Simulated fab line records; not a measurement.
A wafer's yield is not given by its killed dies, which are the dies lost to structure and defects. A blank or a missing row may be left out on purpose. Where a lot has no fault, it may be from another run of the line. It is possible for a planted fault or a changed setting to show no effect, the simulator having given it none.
8D (eight disciplines) problem report, filled in by code    flow sky130    the parts of the form that need people (team, actions taken, sign-off) are left out

1. WHAT IS WRONG
SKY_PAD_OPEN_PROBE_99, killed_at_front_end: mean 54 on 3 wafers (1 lot); fault-free wafers 14, standard deviation 4.3. Relative to the usual mean, that is a shift of +9.4 standard deviations.
Earliest sighting: wafer L670.2 on prober-01 at day 49 05:11. At this step, 36 wafers from 12 lots have a number in the record. Rule for "out", or "out of limits": more than 4 standard deviations from the usual mean. The rest of the wafers with a number are treated as sound.

2. WHAT IT IS AND WHAT IT IS NOT
question                     is                      is not
which readings at this step  killed_at_front_end     killed_at_M0_to_M3, killed_at_M4_up, killed_at_contacts, killed_at_other, killed_open, killed_short
which lots                   L670                    L658, L659, L660, L661, L662, L663, L665, L676, L677, L679, L680
which wafers of those lots   all that have a number  -
read on which tools          prober-01               prober-02
when                         from day 49 05:11       up to then (21 sound wafers); but 12 sound wafers of L676, L677, L679, L680 came after

3. THE SUSPECTS, EACH WITH WHAT RULES IT OUT
Counting: a tool at a process step up to the reading stays a suspect if it ran every lot that is out and no sound lot after the first of them.
- plasma_asher-03 at SKY_NWELL_STRIP_14 (strips in O2/N2): kept. It ran the lot that is out, L670 (day 7 17:46), and no sound lot after that; its last sound lot up to then is L660 (day 5 06:34).
- plasma_asher-02 at SKY_VIA4_STRIP_13 (strips in O2/N2): ruled out as a lasting fault. The sound lots L676, L677, L680 went through it after L670, its earliest lot that is out (day 46 15:05).
- pvd_sputter-01 at SKY_METAL5_SPUTTER_04 (material TiN, target thk 70 nm, time 56.12 s): ruled out as a lasting fault. The sound lots L676, L677, L680 went through it after L670, its earliest lot that is out (day 46 17:20).
- rie_diel-01 at SKY_PAD_OPEN_ETCH_07 (etches the open film in CF4/O2, stops on AlCu, target depth 725 nm, time 161.1 s): kept. It ran the lot that is out, L670 (day 49 02:47), and no sound lot after that; its last sound lot up to then is L665 (day 47 18:35).
- prober-01 at SKY_PAD_OPEN_PROBE_99: ruled out as a lasting fault. The sound lots L676, L677 went through it after L670, its earliest lot that is out (day 49 05:11).
After counting, plasma_asher-03 at SKY_NWELL_STRIP_14 and rie_diel-01 at SKY_PAD_OPEN_ETCH_07 remain.

4. THE CAUSE (what the simulator had put in)
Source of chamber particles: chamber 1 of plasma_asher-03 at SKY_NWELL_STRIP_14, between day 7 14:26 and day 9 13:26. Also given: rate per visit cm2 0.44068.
2 suspects survive the count, and this tool is in that group.

5. THE CHAIN OF EFFECTS, in route order
Each row: a reading whose mean over the struck wafers that have a number lies more than 3 standard deviations from the usual. Readings are gone through only where the record gives a usual standard deviation; hours: the median, over the lots, of the time from a lot's start at the first step in this table giving one to that lot's start at this step; sigmas: the change measured in usual standard deviations.
hours  step                   reading              usual  on struck wafers  change  sigmas
0      SKY_PAD_OPEN_PROBE_99  killed_at_front_end  14     54                +40     +9.4
0      SKY_PAD_OPEN_PROBE_99  killed_dies          84     119               +35     +3.7
Its process steps:
- SKY_PAD_OPEN_PROBE_99

6. WHAT WOULD HAVE CAUGHT IT SOONER
First out-of-limits reading in this record: day 49 05:11, which is 999 hours after fault onset at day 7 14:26.
Of the tool readings at SKY_NWELL_STRIP_14 for which the record gives a usual standard deviation, none was out on any struck wafer, so an alarm limit of 4 standard deviations on them would not have fired.
By day 49 05:11, every lot that is out (1) had started SKY_NWELL_STRIP_14 on plasma_asher-03. Holding the tool at that point would not have protected any of them.
